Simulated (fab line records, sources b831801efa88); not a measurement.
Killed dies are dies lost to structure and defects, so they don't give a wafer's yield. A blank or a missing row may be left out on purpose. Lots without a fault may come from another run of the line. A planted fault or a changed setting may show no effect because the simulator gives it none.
A struck lot beside a sound one | flow sky130 | 15 steps out of a route of 708
Sound: wafers L221.1, L221.2, L221.3. Struck: wafers L232.4, L232.5, L232.6. The cause comes at the end.
At each step with rows: each side's tool, then ch and its chambers, then its first start. Under that, the readings that differ: sound wafers | struck wafers | difference of the means | sigmas: that difference in standard deviations of wafers without a fault.
alike: readings whose means differ by less than 2 such deviations, and words and numbers that are the same on both sides. not compared: withheld readings, readings that some wafer has no value for, bounds like >300 that may hide the same value, and numbers for which the record gives no deviation and whose values overlap.
The two part at a step that has a row with sigmas, a row that says differs or no value, or rows on one side only. Numbers that don't overlap but have no deviation are shown without sigmas and don't part them. A reading that every wafer of one side lacks parts them only if that side has two wafers or more.

first, 8 steps without rows for these wafers: SKY_FIELD_ISO_DEHYDRATE_05 (time 60 s); SKY_FIELD_ISO_HMDS_06 (prime time 60 s); SKY_FIELD_ISO_COAT_07 (resist thk 60 nm); SKY_FIELD_ISO_COAT_08 (resist thk 450 nm); SKY_FIELD_ISO_SOFTBAKE_09 (time 90 s); SKY_FIELD_ISO_EXPOSE_10 (exposes mask FOM, target cd 150 nm); SKY_FIELD_ISO_PEB_11; SKY_FIELD_ISO_DEVELOP_12 (develop time 60 s).
SKY_FIELD_ISO_CD_MEAS_13: target cd 150 nm.
  sound on cd_sem-02, day 2 15:07; struck on cd_sem-02, day 6 02:16
  alike: cd_nm
SKY_FIELD_ISO_ETCH_14: etches BARC in N2/H2, stops on SiO2, time 45.9 s, target depth 60 nm.
  sound on rie_diel-04 ch 1,2,3, day 2 15:14; struck on rie_diel-02 ch 0,2,3, day 6 02:20
  alike: bias_w, drypump_motor_current_A, oes_product_au, throttle_valve_pct
  not compared: rf_hours_counter_h
SKY_FIELD_ISO_ETCH_15: etches the open film in CHF3/O2, stops on Si, target depth 180 nm, time 72 s.
  sound on rie_diel-04 ch 1,2,3, day 2 15:16; struck on rie_diel-02 ch 0,2,3, day 6 02:22
  reading               | sound             | struck            | difference | sigmas
  chf3_flow_sccm (sccm) | 50.18 50.40 50.21 | 49.87 49.98 49.91 | -0.34      | -2
  alike: bias_w, drypump_motor_current_A, oes_product_au, throttle_valve_pct
  not compared: rf_hours_counter_h
SKY_FIELD_ISO_STRIP_16: strips in O2/N2.
  sound on plasma_asher-02 ch 0,1, day 2 15:20; struck on plasma_asher-02 ch 0,1, day 6 02:28
  alike: drypump_motor_current_A, oes_product_au, strip_time_to_endpoint_s
  not compared: rf_hours_counter_h
SKY_FIELD_ISO_ETCH_17: etches Si in HBr/Cl2/O2, target depth 342 nm, time 97.7 s.
  sound on rie_si-01 ch 1,2,3, day 2 15:26; struck on rie_si-02 ch 0,1, day 6 02:34
  reading                               | sound             | struck            | difference                    | sigmas
  bias_w (W)                            | 150.1 150.0 150.5 | 168.2 167.8 168.5 | +18.0                         | +42
  oes_product_au (a.u.)                 | 0.993 0.991 0.996 | 1.010 1.019 1.013 | +0.021                        | +3
  rf_hours_counter_h (h)                | 95 29 111         | - - -             | no value on the struck wafers |
  model.etch.depth_nm (nm)              | 338.1 337.7 343.4 | 348.4 344.6 346.6 | +6.8                          |
  model.FIELD_ISO.feature_depth_nm (nm) | 338.1 337.7 343.4 | 348.4 344.6 346.6 | +6.8                          |
  alike: drypump_motor_current_A, throttle_valve_pct
then, 1 step without rows for these wafers: SKY_FIELD_ISO_WET_ETCH_18 (etches Si3N4 in H3PO4, target depth 25 nm, time 286 s).
-- the record jumps here: 44 days lie between the struck wafers' starts before and after (it left off in module FIELD_ISO and takes up again in module PAD_OPEN, whose first step shown is number 708 of the route) --
SKY_PAD_OPEN_PROBE_99:
  sound on prober-01, day 45 20:41; struck on prober-01, day 50 04:37
  reading                          | sound                        | struck                        | difference | sigmas
  model.etest.pfet_16v.r_on_ohm_um | 1.504e+04 1.508e+04 1.54e+04 | 1.591e+04 1.556e+04 1.568e+04 | +5.433e+02 |
  alike: killed_at_M0_to_M3, killed_at_M4_up, killed_at_contacts, killed_at_front_end, killed_at_other, killed_dies, killed_open, killed_short

WHERE THEY PART
First at SKY_FIELD_ISO_ETCH_15; last, within this record, at SKY_FIELD_ISO_ETCH_17. Later steps at which nothing parts them and some readings are alike: SKY_PAD_OPEN_PROBE_99.

WHY: what the simulator had put in
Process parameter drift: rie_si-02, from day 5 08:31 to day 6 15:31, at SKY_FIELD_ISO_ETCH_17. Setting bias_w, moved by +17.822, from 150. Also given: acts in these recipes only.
